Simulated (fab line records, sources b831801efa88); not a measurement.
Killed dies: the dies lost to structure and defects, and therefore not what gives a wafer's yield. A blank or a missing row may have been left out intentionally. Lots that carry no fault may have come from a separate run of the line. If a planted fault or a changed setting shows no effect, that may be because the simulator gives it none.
Matching of chambers + flow sfq-line + cmp-02 running SFQ_TRILAYER_I0_CMP_CMP_028: 4 sister chambers
The step polishes SiO2. 8 wafers are shown with their chamber, then 8 later ones without.

WAFERS, EACH WITH ITS CHAMBER
| wafer  | chamber | motor-current-A (A) | time-to-endpoint-s (s) |
|--------|---------|---------------------|------------------------|
| L857.6 | 1       | 10.6                | 206                    |
| L858.2 | 1       | 10.7                | 199                    |
| L864.2 | 2       | 9.7                 | 209                    |
| L864.6 | 3       | 11.0                | 219                    |
| L866.4 | 3       | 10.3                | 219                    |
| L866.3 | 2       | 8.7                 | 217                    |
| L866.6 | 0       | 10.2                | 225                    |
| L867.4 | 0       | 10.2                | 218                    |

WAFERS WITHOUT THEIR CHAMBER
| wafer  | motor-current-A (A) | time-to-endpoint-s (s) |
|--------|---------------------|------------------------|
| L867.5 | 9.4                 | 217                    |
| L867.6 | 10.9                | 206                    |
| L868.1 | 10.6                | 211                    |
| L868.2 | 10.4                | 216                    |
| L868.5 | 10.2                | 215                    |
| L870.2 | 11.5                | 206                    |
| L870.3 | 10.0                | 224                    |
| L870.4 | 10.1                | 221                    |

WHICH CHAMBER EACH ONE RAN IN
| wafer  | from the rows above               | in truth |
|--------|-----------------------------------|----------|
| L867.5 | can't be placed: 2 or 0 or 3      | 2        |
| L867.6 | can't be placed: 1 or 3           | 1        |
| L868.1 | can't be placed: 3 or 1 or 0 or 2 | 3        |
| L868.2 | can't be placed: 3 or 0 or 2      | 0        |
| L868.5 | can't be placed: 3 or 0 or 2 or 1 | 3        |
| L870.2 | can't be placed: 1 or 3           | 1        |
| L870.3 | can't be placed: 0 or 3           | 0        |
| L870.4 | can't be placed: 0 or 3           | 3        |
Correct placement for 0 of the 8. Cannot be placed on the basis of these rows: 8; the candidates contain the true chamber in 8. Wrongly placed: 0.
How it was worked out, from the rows above alone: a wafer's distance from a chamber is the root of the sum, over the readings, of the square of ((its reading less the chamber's mean) divided by the reading's scatter). The wafer belongs to the nearest chamber; if the next one is less than 2 further off, it can't be placed. Each chamber's mean is taken over the wafers shown for it. The scatter: the root of (the sum of the squares of (reading less its chamber's mean) over the shown wafers, divided by (wafers less chambers)).
